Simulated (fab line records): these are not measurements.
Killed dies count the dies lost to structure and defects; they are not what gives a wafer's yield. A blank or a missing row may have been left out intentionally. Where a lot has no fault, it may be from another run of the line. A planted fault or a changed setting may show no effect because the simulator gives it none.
fab line records / flow sfq-line
record lots=14 wafers=42 last-day=83
route steps=325 shown I7@296
lots untouched by any fault: they come from a run of this same line in which no faults occurred
start-h: start of the lot's first displayed wafer, in hours after the record's first day / wait-h: hours since the lot's step before / " identical to the entry in the row above / L1.1+2: a single row standing in for several wafers / - value missing, or start not given / * or withheld: withheld / < > ~ a bound
route shown NAME@n: names a module that has steps shown in the file, with the first one's number in the route / usual: mean and standard deviation over wafers with no fault / same: alike in all rows / chamber/n: place in a boat / sites: each site's reading / _std_site: how widely they spread, as a standard deviation / _edge_site: inner sites' mean taken away from outer sites' mean / radius-mm: for every site, how far away it sits from the centre of the wafer / mask NAME#n: copy n / behind: the most recent tool/chamber to have shaped the wafer / hold: the reason the lot was held/the length of the hold in hours/how it ended / device: the transistor (n, p or np) that didn't switch / end of line: tests of these same wafers at the route's end / a step with no rows: only its recipe / killed: the dies lost at the first sort to structure and to defects; this is not the yield of the wafer / map: dies across one wafer; x = killed, . = not, _ = none there
set.NAME: the setting as run; set.NAME@STEP: as run at that earlier step / model.NAME: the simulator's own value behind a step, which no gauge read
one table for each step of the route and one row for each wafer, over a sample of lots
services: from which hour (start-h, from the record's first day; less than 0 if before it) a tool's chamber was out of use, for how many hours, and why
## steps
# step SFQ_TRILAYER_I7_DEP_PECVD_183
# recipe material=SiO2 temp-c=150 time-s=111.11 pressure-torr=2.4 rf-w=183.3 precursor=SiH4/N2O target-thk-nm=500
# usual heater-power-outer-w=32/6.9 heater-power-w=83/9.5 rf-fwd-power-W=182.2/0.64 showerhead-vpp-V=814/35 throttle-valve-pct=25.4/0.9
lot.wafer=L750.2 tool=pecvd-01 chamber=2 start-h=1609.96 wait-h=0.0 heater-power-outer-w=32 heater-power-w=77 rf-fwd-power-W=182.6 showerhead-vpp-V=782 throttle-valve-pct=25.7
lot.wafer=L750.4 tool=pecvd-01 chamber=1 start-h=1609.96 wait-h=0.0 heater-power-outer-w=30 heater-power-w=81 rf-fwd-power-W=182.4 showerhead-vpp-V=807 throttle-valve-pct=25.6
lot.wafer=L750.5 tool=pecvd-01 chamber=0 start-h=1609.96 wait-h=0.0 heater-power-outer-w=28 heater-power-w=74 rf-fwd-power-W=183.4 showerhead-vpp-V=831 throttle-valve-pct=25.3
lot.wafer=L751.3 tool=pecvd-03 chamber=0 start-h=1615.75 wait-h=0.0 heater-power-outer-w=28 heater-power-w=82 rf-fwd-power-W=182.3 showerhead-vpp-V=805 throttle-valve-pct=25.6
lot.wafer=L751.4 tool=pecvd-03 chamber=2 start-h=1615.75 wait-h=0.0 heater-power-outer-w=30 heater-power-w=81 rf-fwd-power-W=182.6 showerhead-vpp-V=829 throttle-valve-pct=25.3
lot.wafer=L751.6 tool=pecvd-03 chamber=0 start-h=1615.75 wait-h=0.0 heater-power-outer-w=18 heater-power-w=66 rf-fwd-power-W=182.7 showerhead-vpp-V=801 throttle-valve-pct=26.0
lot.wafer=L752.3 tool=pecvd-01 chamber=1 start-h=1618.19 wait-h=0.0 heater-power-outer-w=26 heater-power-w=74 rf-fwd-power-W=182.4 showerhead-vpp-V=809 throttle-valve-pct=25.5
lot.wafer=L752.4 tool=pecvd-01 chamber=0 start-h=1618.19 wait-h=0.0 heater-power-outer-w=28 heater-power-w=72 rf-fwd-power-W=183.2 showerhead-vpp-V=837 throttle-valve-pct=25.7
lot.wafer=L752.5 tool=pecvd-01 chamber=1 start-h=1618.19 wait-h=0.0 heater-power-outer-w=28 heater-power-w=79 rf-fwd-power-W=182.0 showerhead-vpp-V=816 throttle-valve-pct=25.4
lot.wafer=L756.2 tool=pecvd-01 chamber=2 start-h=1656.10 wait-h=0.0 heater-power-outer-w=14 heater-power-w=51 rf-fwd-power-W=256.5 showerhead-vpp-V=927 throttle-valve-pct=25.6
lot.wafer=L756.3 tool=pecvd-01 chamber=0 start-h=1656.10 wait-h=0.0 heater-power-outer-w=5 heater-power-w=42 rf-fwd-power-W=254.6 showerhead-vpp-V=997 throttle-valve-pct=25.3
lot.wafer=L756.4 tool=pecvd-01 chamber=0 start-h=1656.10 wait-h=0.0 heater-power-outer-w=8 heater-power-w=48 rf-fwd-power-W=254.5 showerhead-vpp-V=976 throttle-valve-pct=25.4
lot.wafer=L758.1 tool=pecvd-01 chamber=0 start-h=1677.42 wait-h=0.0 heater-power-outer-w=9 heater-power-w=47 rf-fwd-power-W=255.8 showerhead-vpp-V=989 throttle-valve-pct=25.4
lot.wafer=L758.2 tool=pecvd-01 chamber=1 start-h=1677.42 wait-h=0.0 heater-power-outer-w=17 heater-power-w=65 rf-fwd-power-W=256.6 showerhead-vpp-V=965 throttle-valve-pct=25.3
lot.wafer=L758.4 tool=pecvd-01 chamber=0 start-h=1677.42 wait-h=0.0 heater-power-outer-w=11 heater-power-w=52 rf-fwd-power-W=255.5 showerhead-vpp-V=976 throttle-valve-pct=25.3
lot.wafer=L762.2 tool=pecvd-01 chamber=2 start-h=1866.40 wait-h=0.0 heater-power-outer-w=37 heater-power-w=84 rf-fwd-power-W=182.3 showerhead-vpp-V=795 throttle-valve-pct=25.6
lot.wafer=L762.3 tool=pecvd-01 chamber=0 start-h=1866.40 wait-h=0.0 heater-power-outer-w=29 heater-power-w=72 rf-fwd-power-W=181.5 showerhead-vpp-V=841 throttle-valve-pct=25.2
lot.wafer=L762.5 tool=pecvd-01 chamber=1 start-h=1866.40 wait-h=0.0 heater-power-outer-w=37 heater-power-w=92 rf-fwd-power-W=182.3 showerhead-vpp-V=813 throttle-valve-pct=25.6
lot.wafer=L763.1 tool=pecvd-03 chamber=0 start-h=1870.00 wait-h=0.0 heater-power-outer-w=23 heater-power-w=76 rf-fwd-power-W=182.6 showerhead-vpp-V=797 throttle-valve-pct=26.9
lot.wafer=L763.3 tool=pecvd-03 chamber=2 start-h=1870.00 wait-h=0.0 heater-power-outer-w=31 heater-power-w=87 rf-fwd-power-W=182.0 showerhead-vpp-V=825 throttle-valve-pct=25.7
lot.wafer=L763.4 tool=pecvd-03 chamber=1 start-h=1870.00 wait-h=0.0 heater-power-outer-w=46 heater-power-w=102 rf-fwd-power-W=182.3 showerhead-vpp-V=779 throttle-valve-pct=25.4
lot.wafer=L764.1 tool=pecvd-04 chamber=1 start-h=1873.60 wait-h=0.0 heater-power-outer-w=42 heater-power-w=99 rf-fwd-power-W=183.0 showerhead-vpp-V=886 throttle-valve-pct=25.4
lot.wafer=L764.4 tool=pecvd-04 chamber=2 start-h=1873.60 wait-h=0.0 heater-power-outer-w=25 heater-power-w=73 rf-fwd-power-W=182.0 showerhead-vpp-V=816 throttle-valve-pct=22.6
lot.wafer=L764.6 tool=pecvd-04 chamber=1 start-h=1873.60 wait-h=0.0 heater-power-outer-w=44 heater-power-w=101 rf-fwd-power-W=183.0 showerhead-vpp-V=877 throttle-valve-pct=25.3
lot.wafer=L765.2 tool=pecvd-01 chamber=1 start-h=1877.20 wait-h=0.0 heater-power-outer-w=36 heater-power-w=86 rf-fwd-power-W=181.9 showerhead-vpp-V=801 throttle-valve-pct=25.3
lot.wafer=L765.4 tool=pecvd-01 chamber=1 start-h=1877.20 wait-h=0.0 heater-power-outer-w=37 heater-power-w=90 rf-fwd-power-W=182.3 showerhead-vpp-V=806 throttle-valve-pct=25.5
lot.wafer=L765.6 tool=pecvd-01 chamber=0 start-h=1877.20 wait-h=0.0 heater-power-outer-w=29 heater-power-w=75 rf-fwd-power-W=182.6 showerhead-vpp-V=823 throttle-valve-pct=25.4
lot.wafer=L766.3 tool=pecvd-03 chamber=1 start-h=1878.40 wait-h=0.0 heater-power-outer-w=36 heater-power-w=88 rf-fwd-power-W=182.2 showerhead-vpp-V=787 throttle-valve-pct=25.5
lot.wafer=L766.4 tool=pecvd-03 chamber=0 start-h=1878.40 wait-h=0.0 heater-power-outer-w=28 heater-power-w=80 rf-fwd-power-W=183.1 showerhead-vpp-V=789 throttle-valve-pct=27.0
lot.wafer=L766.6 tool=pecvd-03 chamber=2 start-h=1878.40 wait-h=0.0 heater-power-outer-w=30 heater-power-w=84 rf-fwd-power-W=181.4 showerhead-vpp-V=815 throttle-valve-pct=25.9
lot.wafer=L767.3 tool=pecvd-01 chamber=0 start-h=1882.00 wait-h=0.0 heater-power-outer-w=28 heater-power-w=73 rf-fwd-power-W=182.4 showerhead-vpp-V=827 throttle-valve-pct=25.0
lot.wafer=L767.5 tool=pecvd-01 chamber=2 start-h=1882.00 wait-h=0.0 heater-power-outer-w=38 heater-power-w=85 rf-fwd-power-W=181.8 showerhead-vpp-V=788 throttle-valve-pct=25.7
lot.wafer=L767.6 tool=pecvd-01 chamber=1 start-h=1882.00 wait-h=0.0 heater-power-outer-w=35 heater-power-w=89 rf-fwd-power-W=183.0 showerhead-vpp-V=807 throttle-valve-pct=25.5
lot.wafer=L768.1 tool=pecvd-01 chamber=0 start-h=1887.45 wait-h=0.0 heater-power-outer-w=32 heater-power-w=82 rf-fwd-power-W=182.5 showerhead-vpp-V=815 throttle-valve-pct=25.3
lot.wafer=L768.3 tool=pecvd-01 chamber=2 start-h=1887.45 wait-h=0.0 heater-power-outer-w=33 heater-power-w=78 rf-fwd-power-W=182.4 showerhead-vpp-V=792 throttle-valve-pct=25.7
lot.wafer=L768.4 tool=pecvd-01 chamber=0 start-h=1887.45 wait-h=0.0 heater-power-outer-w=35 heater-power-w=81 rf-fwd-power-W=182.0 showerhead-vpp-V=825 throttle-valve-pct=25.2
lot.wafer=L771.2 tool=pecvd-01 chamber=2 start-h=1905.00 wait-h=0.0 heater-power-outer-w=38 heater-power-w=82 rf-fwd-power-W=181.6 showerhead-vpp-V=799 throttle-valve-pct=25.8
lot.wafer=L771.4 tool=pecvd-01 chamber=1 start-h=1905.00 wait-h=0.0 heater-power-outer-w=38 heater-power-w=91 rf-fwd-power-W=183.1 showerhead-vpp-V=803 throttle-valve-pct=25.4
lot.wafer=L771.5 tool=pecvd-01 chamber=0 start-h=1905.00 wait-h=0.0 heater-power-outer-w=35 heater-power-w=84 rf-fwd-power-W=180.9 showerhead-vpp-V=829 throttle-valve-pct=25.4
lot.wafer=L772.1 tool=pecvd-03 chamber=0 start-h=1906.19 wait-h=0.0 heater-power-outer-w=29 heater-power-w=82 rf-fwd-power-W=181.5 showerhead-vpp-V=787 throttle-valve-pct=27.0
lot.wafer=L772.5 tool=pecvd-03 chamber=0 start-h=1906.19 wait-h=0.0 heater-power-outer-w=17 heater-power-w=66 rf-fwd-power-W=181.9 showerhead-vpp-V=786 throttle-valve-pct=27.1
lot.wafer=L772.6 tool=pecvd-03 chamber=2 start-h=1906.19 wait-h=0.0 heater-power-outer-w=33 heater-power-w=87 rf-fwd-power-W=182.0 showerhead-vpp-V=821 throttle-valve-pct=25.8
# step SFQ_TRILAYER_I7_CMP_CMP_184
# recipe material=SiO2 down-force-psi=3 platen-rpm=60 pad-velocity-m-s=0.94248
# usual motor-current-A=9.4/0.68 time-to-endpoint-s=219/6.9
lot.wafer=L750.2 tool=cmp-02 chamber=1 start-h=1610.54 wait-h=0.5 motor-current-A=9.4 time-to-endpoint-s=203
lot.wafer=L750.4 tool=cmp-02 chamber=3 start-h=1611.54 wait-h=1.5 motor-current-A=8.7 time-to-endpoint-s=225
lot.wafer=L750.5 tool=cmp-02 chamber=1 start-h=1612.54 wait-h=2.5 motor-current-A=9.7 time-to-endpoint-s=210
lot.wafer=L751.3 tool=cmp-01 chamber=1 start-h=1619.43 wait-h=3.6 motor-current-A=9.6 time-to-endpoint-s=222
lot.wafer=L751.4 tool=cmp-01 chamber=3 start-h=1620.43 wait-h=4.6 motor-current-A=10.3 time-to-endpoint-s=222
lot.wafer=L751.6 tool=cmp-01 chamber=2 start-h=1621.93 wait-h=6.1 motor-current-A=9.7 time-to-endpoint-s=225
lot.wafer=L752.4 tool=cmp-01 chamber=3 start-h=1622.93 wait-h=4.7 motor-current-A=10.3 time-to-endpoint-s=235
lot.wafer=L752.3 tool=cmp-01 chamber=0 start-h=1622.93 wait-h=4.7 motor-current-A=8.8 time-to-endpoint-s=231
lot.wafer=L752.5 tool=cmp-01 chamber=2 start-h=1624.43 wait-h=6.2 motor-current-A=10.4 time-to-endpoint-s=236
lot.wafer=L756.2 tool=cmp-01 chamber=2 start-h=1657.16 wait-h=1.0 motor-current-A=9.5 time-to-endpoint-s=264
lot.wafer=L756.4 tool=cmp-01 chamber=3 start-h=1657.16 wait-h=1.0 motor-current-A=10.1 time-to-endpoint-s=264
lot.wafer=L756.3 tool=cmp-01 chamber=0 start-h=1657.16 wait-h=1.0 motor-current-A=8.5 time-to-endpoint-s=253
lot.wafer=L758.2 tool=cmp-02 chamber=3 start-h=1680.10 wait-h=2.6 motor-current-A=8.2 time-to-endpoint-s=257
lot.wafer=L758.1 tool=cmp-02 chamber=0 start-h=1680.10 wait-h=2.6 motor-current-A=9.5 time-to-endpoint-s=262
lot.wafer=L758.4 tool=cmp-02 chamber=1 start-h=1680.10 wait-h=2.6 motor-current-A=9.9 time-to-endpoint-s=263
lot.wafer=L762.3 tool=cmp-02 chamber=0 start-h=1866.98 wait-h=0.5 motor-current-A=9.3 time-to-endpoint-s=208
lot.wafer=L762.2 tool=cmp-02 chamber=2 start-h=1867.98 wait-h=1.5 motor-current-A=8.7 time-to-endpoint-s=199
lot.wafer=L762.5 tool=cmp-02 chamber=3 start-h=1867.98 wait-h=1.5 motor-current-A=8.6 time-to-endpoint-s=214
lot.wafer=L763.4 tool=cmp-01 chamber=0 start-h=1870.08 wait-h=0.0 motor-current-A=8.6 time-to-endpoint-s=215
lot.wafer=L763.3 tool=cmp-01 chamber=2 start-h=1871.08 wait-h=1.0 motor-current-A=9.8 time-to-endpoint-s=213
lot.wafer=L763.1 tool=cmp-01 chamber=3 start-h=1871.08 wait-h=1.0 motor-current-A=10.9 time-to-endpoint-s=214
lot.wafer=L764.1 tool=cmp-02 chamber=2 start-h=1873.68 wait-h=0.0 motor-current-A=9.2 time-to-endpoint-s=223
lot.wafer=L764.4 tool=cmp-02 chamber=0 start-h=1874.68 wait-h=1.0 motor-current-A=9.1 time-to-endpoint-s=232
lot.wafer=L764.6 tool=cmp-02 chamber=3 start-h=1876.18 wait-h=2.5 motor-current-A=8.2 time-to-endpoint-s=230
lot.wafer=L765.4 tool=cmp-02 chamber=0 start-h=1877.28 wait-h=0.0 motor-current-A=9.1 time-to-endpoint-s=222
lot.wafer=L765.2 tool=cmp-02 chamber=1 start-h=1877.28 wait-h=0.0 motor-current-A=9.8 time-to-endpoint-s=210
lot.wafer=L765.6 tool=cmp-02 chamber=0 start-h=1879.28 wait-h=2.0 motor-current-A=9.0 time-to-endpoint-s=226
lot.wafer=L766.4 tool=cmp-01 chamber=2 start-h=1878.98 wait-h=0.5 motor-current-A=9.5 time-to-endpoint-s=223
lot.wafer=L766.3 tool=cmp-01 chamber=3 start-h=1878.98 wait-h=0.5 motor-current-A=10.6 time-to-endpoint-s=207
lot.wafer=L766.6 tool=cmp-01 chamber=1 start-h=1880.48 wait-h=2.0 motor-current-A=9.6 time-to-endpoint-s=217
lot.wafer=L767.3 tool=cmp-02 chamber=3 start-h=1884.28 wait-h=2.2 motor-current-A=8.8 time-to-endpoint-s=213
lot.wafer=L767.5 tool=cmp-02 chamber=1 start-h=1885.28 wait-h=3.2 motor-current-A=9.1 time-to-endpoint-s=224
lot.wafer=L767.6 tool=cmp-02 chamber=2 start-h=1885.28 wait-h=3.2 motor-current-A=9.1 time-to-endpoint-s=216
lot.wafer=L768.1 tool=cmp-02 chamber=3 start-h=1889.28 wait-h=1.8 motor-current-A=8.6 time-to-endpoint-s=215
lot.wafer=L768.3 tool=cmp-02 chamber=0 start-h=1889.28 wait-h=1.8 motor-current-A=9.0 time-to-endpoint-s=217
lot.wafer=L768.4 tool=cmp-02 chamber=1 start-h=1889.28 wait-h=1.8 motor-current-A=9.5 time-to-endpoint-s=227
lot.wafer=L771.4 tool=cmp-01 chamber=0 start-h=1906.68 wait-h=1.6 motor-current-A=9.1 time-to-endpoint-s=214
lot.wafer=L771.2 tool=cmp-01 chamber=1 start-h=1906.68 wait-h=1.6 motor-current-A=9.9 time-to-endpoint-s=212
lot.wafer=L771.5 tool=cmp-01 chamber=2 start-h=1906.68 wait-h=1.6 motor-current-A=9.8 time-to-endpoint-s=220
lot.wafer=L772.1 tool=cmp-02 chamber=2 start-h=1907.32 wait-h=1.1 motor-current-A=8.9 time-to-endpoint-s=209
lot.wafer=L772.6 tool=cmp-02 chamber=0 start-h=1908.32 wait-h=2.1 motor-current-A=8.6 time-to-endpoint-s=222
lot.wafer=L772.5 tool=cmp-02 chamber=1 start-h=1908.32 wait-h=2.1 motor-current-A=9.7 time-to-endpoint-s=222
## services
tool=cmp-01 chamber=- start-h=1586.16 hours=0.3 kind=repair
tool=cmp-02 chamber=- start-h=1601.51 hours=4.0 kind=pm
tool=cmp-02 chamber=- start-h=1605.51 hours=- kind=consumable-replace:conditioner
tool=cmp-02 chamber=- start-h=1605.51 hours=- kind=consumable-replace:pad
tool=cmp-02 chamber=- start-h=1613.04 hours=12.0 kind=pm
tool=pecvd-01 chamber=2 start-h=1616.84 hours=8.5 kind=repair
tool=cmp-01 chamber=- start-h=1655.06 hours=1.6 kind=repair
tool=cmp-01 chamber=- start-h=1668.66 hours=6.4 kind=pm
tool=cmp-01 chamber=- start-h=1682.45 hours=16.3 kind=repair
tool=cmp-01 chamber=- start-h=1689.69 hours=6.3 kind=repair
tool=pecvd-01 chamber=- start-h=1745.33 hours=0.5 kind=repair
tool=cmp-01 chamber=- start-h=1765.78 hours=1.3 kind=repair
tool=cmp-01 chamber=- start-h=1771.99 hours=4.0 kind=pm
tool=pecvd-03 chamber=- start-h=1775.32 hours=2.8 kind=pm
tool=cmp-01 chamber=- start-h=1775.99 hours=- kind=consumable-replace:conditioner
tool=cmp-01 chamber=- start-h=1775.99 hours=- kind=consumable-replace:pad
tool=cmp-02 chamber=- start-h=1846.12 hours=4.8 kind=pm
tool=pecvd-01 chamber=- start-h=1852.39 hours=1.0 kind=repair
## key
first-sign step=SFQ_TRILAYER_I7_DEP_PECVD_183 reading=rf-fwd-power-W direction=up sigmas=99+ usual=182.2 struck=255.6
effect step=SFQ_TRILAYER_I7_DEP_PECVD_183 reading=showerhead-vpp-V direction=up sigmas=4.5 usual=814 struck=972
effect step=SFQ_TRILAYER_I7_CMP_CMP_184 reading=time-to-endpoint-s direction=up sigmas=6 usual=* struck=*
met-at SFQ_TRILAYER_I7_DEP_PECVD_183
struck-lots L756,L758
onset-between 1618.19 1656.10
fault kind=process-parameter-drift tool=pecvd-01 chamber=- onset-h=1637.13 steps=SFQ_TRILAYER_I7_DEP_PECVD_183 channel=rf-w offset=73.32 shape=step end-h=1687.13 acts-in=these-recipes-only stated=183.3
